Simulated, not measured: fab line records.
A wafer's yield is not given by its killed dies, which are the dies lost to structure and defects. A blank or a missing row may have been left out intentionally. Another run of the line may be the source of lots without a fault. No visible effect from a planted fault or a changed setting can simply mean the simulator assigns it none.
2 desks, one fault -- flow gf180mcu -- numbers are kept per desk, each desk with only its own; the story behind them comes last

== TOOL OWNER'S DESK, implanter-02 ==
For each lot that ran on this tool, the mean over its sampled wafers that have a number, from the tool's own readings at GF_HV_LDD_IMPLANT_35. A lot is out of limits, marked OUT, if its mean lies more than 4 standard deviations from the usual mean; the brackets give that distance.
Columns: A = doseIonsCm2 at GF_HV_LDD_IMPLANT_35, usual 7.501e+12; B = faradayCurrentUA at GF_HV_LDD_IMPLANT_35, usual 42.3
lot,first seen here,A,B
L649,day 13 02:44,7.494e+12,41.9
L657,day 15 20:13,4.498e+12 (-99 or more) OUT,25.5 (-22) OUT
L658,day 16 01:28,4.497e+12 (-99 or more) OUT,25.2 (-22) OUT
This desk's finding: out of limits on L657, L658; first on L657, day 15 20:13 (doseIonsCm2 at GF_HV_LDD_IMPLANT_35). Within limits: L649.

== METROLOGY DESK ==
What the gauges read, lot by lot, whatever tool the lot ran on: means of the sampled wafers that have a number. A lot is out of limits, marked OUT, if its mean lies more than 4 standard deviations from the usual mean; the brackets give that distance.
Columns: A = HV_LDD_3_TW at GF_HV_LDD_TW_MEAS_38, usual 1444; B = HV_LDD_RS at GF_HV_LDD_RS_MEAS_53, usual 418.2 ohm/sq; C = M1_ALCU_THK at GF_M1_THK_MEAS_06, usual 446 nm; D = V1_BOW at GF_V1_BOW_MEAS_05, usual 82 um
lot,first seen here,A,B,C,D
L644,day 11 14:17,1458,418.0,450,76
L645,day 11 20:27,1435,419.1,451,84
L646,day 12 01:10,1464,418.9,439,84
L647,day 12 16:51,1432,417.0,449,82
L648,day 12 22:44,1464,417.4,441,76
L649,day 13 03:07,1429,418.3,445,80
L657,day 15 20:37,1384,427.1 (+9.4) OUT,448,81
L658,day 16 01:52,1413,426.4 (+8.7) OUT,447,77
L660,day 16 16:46,1435,417.0,447,76
L661,day 16 23:37,1436,418.2,447,79
L664,day 18 02:59,1429,419.2,456,80
L665,day 18 08:04,1466,417.1,444,79
L667,day 19 05:43,1431,419.4,451,83
This desk reports L657, L658 out of limits; the earliest was L657 at day 16 19:04 (HV_LDD_RS at GF_HV_LDD_RS_MEAS_53). Within limits: L644, L645, L646, L647, L648, L649, L660, L661, L664, L665, L667.

== ALL TOGETHER ==
On L657, L658, at day 15 20:13, an alarm was possible from the tool owner's desk.
L657, L658 would have let the metrology desk raise an alarm at day 16 19:04.
Of the lots named, all ran GF_HV_LDD_IMPLANT_35 on implanter-02.

== WHAT THE SIMULATOR HAD INSERTED ==
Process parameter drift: implanter-02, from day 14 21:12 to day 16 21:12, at GF_HV_LDD_IMPLANT_35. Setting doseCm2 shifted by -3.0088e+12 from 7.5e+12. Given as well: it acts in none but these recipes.
Struck lots among those shown: L657, L658.
Fault start to first reading out of limits, in hours, per desk: tool owner, 23; metrology, 46.
